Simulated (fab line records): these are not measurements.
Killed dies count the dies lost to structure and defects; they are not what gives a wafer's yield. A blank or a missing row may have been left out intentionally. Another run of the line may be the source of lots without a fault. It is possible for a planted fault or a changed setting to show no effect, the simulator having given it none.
A lot that was struck, set against a sound lot -- flow sky130 -- 22 steps out of a route of 708
Sound: the wafers L889.1, L889.4, L889.6. Wafers L897.1, L897.2, L897.3 were the ones struck. Last of all comes the cause.
Each step with rows lists, per side, the tool, then ch with its chambers, then its first start. Under that, the readings that differ: sound wafers -- struck wafers -- difference of the means -- sigmas: that difference in standard deviations of wafers without a fault.
alike: readings whose means differ by less than 2 such deviations, and words and numbers that are the same on both sides. not compared: withheld readings, readings that some wafer has no value for, bounds like >300 that may hide the same value, and numbers for which the record gives no deviation and whose values overlap.
A row with sigmas, a row that says differs or no value, or rows on one side alone: a step with any of these is where the two part. Numbers that have no deviation but don't overlap get no sigmas and don't part them. Lack of a reading on every wafer of one side parts them only where that side has two or more wafers.

SKY_POLY_GATE_THK_MEAS_21:
  struck on film_metro-02, day 21 09:09; sound on film_metro-03, day 18 15:24
  alike: POLY_GATE_OXIDATION_THK
SKY_POLY_GATE_CD_MEAS_22:
  struck on cd_sem-02, day 21 09:13; sound on cd_sem-02, day 18 15:28
  alike: cd_nm
then, 7 steps without rows for these wafers: SKY_LDD_N_DEHYDRATE_00 (time 60 s); SKY_LDD_N_HMDS_01 (prime time 60 s); SKY_LDD_N_COAT_02 (resist thk 300 nm); SKY_LDD_N_SOFTBAKE_03 (time 60 s); SKY_LDD_N_EXPOSE_04 (exposes mask NTM, target cd 840 nm); SKY_LDD_N_PEB_05; SKY_LDD_N_DEVELOP_06 (develop time 60 s).
SKY_LDD_N_OVL_MEAS_07:
  struck on overlay-01, day 22 15:54; sound on overlay-02, day 19 22:22
  alike: LDD_N_OVL
then, 2 steps without rows for these wafers: SKY_LDD_N_IMPLANT_08; SKY_LDD_N_IMPLANT_09.
SKY_LDD_N_IMPLANT_10:
  sound on implanter-02 ch 0, day 19 22:42; struck on implanter-02 ch 0, day 22 16:14
reading,sound,struck,difference,sigmas
dose_ions_cm2,7.499e+13 7.494e+13 7.493e+13,3.613e+13 3.604e+13 3.606e+13,-3.888e+13,-99 or more
faraday_current_uA,422 426 418,203 202 196,-222,-26
then, 5 steps without rows for these wafers: SKY_LDD_N_IMPLANT_11; SKY_LDD_N_IMPLANT_12; SKY_LDD_N_IMPLANT_13; SKY_LDD_N_IMPLANT_14; SKY_LDD_N_IMPLANT_15.
SKY_LDD_N_STRIP_16: strips in O2/N2.
  sound on plasma_asher-01 ch 0,1, day 19 23:36; struck on plasma_asher-01 ch 0,1, day 22 17:08
reading,sound,struck,difference,sigmas
strip_time_to_endpoint_s (s),4.306 4.322 4.319,4.186 4.214 4.225,-0.107,-6
  alike: drypump_motor_current_A, oes_product_au
  not compared: rf_hours_counter_h
SKY_LDD_N_TW_MEAS_17:
  struck on film_metro-04, day 22 17:14; sound on film_metro-03, day 19 23:42
reading,sound,struck,difference,sigmas
LDD_N_TW,2584 2583 2593,2498 2509 2490,-88,-5
then, 1 step without rows for these wafers: SKY_LDD_P_DEHYDRATE_00 (time 60 s).
-- record jumps: 26 days separate the struck wafers' starts on either side; left off in module LDD_P, taken up again in module PAD_OPEN, whose first shown step is the route's number 708 --
SKY_PAD_OPEN_PROBE_99:
  struck on prober-01, day 49 00:22; sound on prober-01, day 47 08:11
reading,sound,struck,difference,sigmas
model.etest.tip_n.rs_ohm_sq,441.6 441.8 439.2,479.1 484.2 479.6,+40.1,
model.etest.nfet_01v8_swapped.vt_sat_v (V),0.6424 0.6464 0.6385,0.6688 0.669 0.6708,+0.0271,
  alike: killed_at_M0_to_M3, killed_at_M4_up, killed_at_contacts, killed_at_front_end, killed_at_other, killed_dies, killed_open, killed_short

WHERE THEY PART
Earliest at SKY_LDD_N_IMPLANT_10; latest, in this record, at SKY_LDD_N_TW_MEAS_17. Later steps at which nothing parts them and some readings are alike: SKY_PAD_OPEN_PROBE_99.

WHY: the cause the simulator had injected
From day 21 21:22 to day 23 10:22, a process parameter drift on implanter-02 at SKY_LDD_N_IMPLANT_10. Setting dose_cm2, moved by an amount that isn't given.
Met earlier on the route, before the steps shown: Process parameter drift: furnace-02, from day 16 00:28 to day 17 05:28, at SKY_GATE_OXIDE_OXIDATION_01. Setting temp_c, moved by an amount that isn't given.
